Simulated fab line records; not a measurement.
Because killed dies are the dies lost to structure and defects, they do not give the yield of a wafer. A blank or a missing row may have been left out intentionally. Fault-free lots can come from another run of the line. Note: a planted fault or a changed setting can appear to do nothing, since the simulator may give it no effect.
Struck lot and sound lot, side by side || flow sky130 || 15 out of 708 route steps
Sound: these wafers, L131.1, L131.2, L131.6. Struck: wafer L140.6. (L140.2, L140.5 of the same lot were not struck and are left out.) The cause comes at the end.
At each step with rows: each side's tool, then ch and its chambers, then its first start. Under that, the readings that differ: sound wafers || struck wafers || difference of the means || sigmas: that difference in standard deviations of wafers without a fault.
alike: readings whose means differ by less than 2 such deviations, and words and numbers that are the same on both sides. not compared: withheld readings, readings that some wafer has no value for, bounds like >300 that may hide the same value, and numbers for which the record gives no deviation and whose values overlap.
A row with sigmas, a row that says differs or no value, or rows on one side alone: a step with any of these is where the two part. When numbers do not overlap yet have no deviation, they are printed without sigmas and do not part them. A reading missing from all wafers of one side parts the sides only when that side holds two or more wafers.

first, 5 steps without rows for these wafers: SKY_VT_ADJUST_PCH_COAT_02 (resist thk 3000 nm); SKY_VT_ADJUST_PCH_SOFTBAKE_03; SKY_VT_ADJUST_PCH_EXPOSE_04 (exposes mask NWM, target cd 840 nm); SKY_VT_ADJUST_PCH_PEB_05; SKY_VT_ADJUST_PCH_DEVELOP_06 (develop time 60 s).
SKY_VT_ADJUST_PCH_OVL_MEAS_07:
  sound: overlay-01 at day 10 22:20; struck: overlay-02 at day 13 16:29
  alike: VT_ADJUST_PCH_OVL
after that, 1 step had no rows for these wafers: SKY_VT_ADJUST_PCH_IMPLANT_08.
SKY_VT_ADJUST_PCH_STRIP_09: strips in O2/N2.
  sound on plasma-asher-02 ch 0,1, day 10 22:31; struck on plasma-asher-02 ch 1, day 13 16:40
{"reading": "strip-time-to-endpoint-s (s)", "sound": "36.75 36.84 36.85", "struck": 37.30, "difference": "+0.49", "sigmas": "+4"}
  alike: drypump-motor-current-A, oes-product-au
  not compared: rf-hours-counter-h
SKY_VT_ADJUST_PCH_TW_MEAS_10:
  sound: film-metro-04 at day 10 22:37; struck: film-metro-03 at day 13 16:46
{"reading": "VT_ADJUST_PCH_TW", "sound": "144.6 144.7 144.8", "struck": 141.7, "difference": -3.0, "sigmas": -2}
then, 3 steps without rows for these wafers: SKY_SONOS_TUNNEL_DEHYDRATE_00 (time 60 s); SKY_SONOS_TUNNEL_HMDS_01 (prime time 60 s); SKY_SONOS_TUNNEL_COAT_02 (resist thk 1140 nm).
SKY_SONOS_TUNNEL_SOFTBAKE_03: time 60 s.
  sound on litho-track-04 ch 0, day 11 09:35; struck on litho-track-02 ch 0, day 14 05:28
{"reading": "run-length-s (s)", "sound": "88.93 89.27 89.02", "struck": 96.26, "difference": "+7.19", "sigmas": "+60"}
  alike: chill-plate-temp-C
then, 1 step without rows for these wafers: SKY_SONOS_TUNNEL_EXPOSE_04 (exposes mask TUNM, target cd 410 nm).
-- the record jumps here: 34 days lie between the struck wafers' starts before and after (it left off in module SONOS_TUNNEL and takes up again in module PAD_OPEN, whose first step shown is number 708 of the route) --
SKY_PAD_OPEN_PROBE_99:
  sound: prober-01 at day 46 07:53; struck: prober-02 at day 48 10:27
{"reading": "killed-at-contacts", "sound": "23 27 24", "struck": 37, "difference": "+12", "sigmas": "+2"}
  alike: killed_at_M0_to_M3, killed_at_M4_up, killed-at-front-end, killed-at-other, killed-dies, killed-on-rim, killed-open, killed-short

WHERE THEY PART
First at SKY_VT_ADJUST_PCH_STRIP_09; last, within this record, at SKY_PAD_OPEN_PROBE_99.

WHY: whatever the simulator had introduced
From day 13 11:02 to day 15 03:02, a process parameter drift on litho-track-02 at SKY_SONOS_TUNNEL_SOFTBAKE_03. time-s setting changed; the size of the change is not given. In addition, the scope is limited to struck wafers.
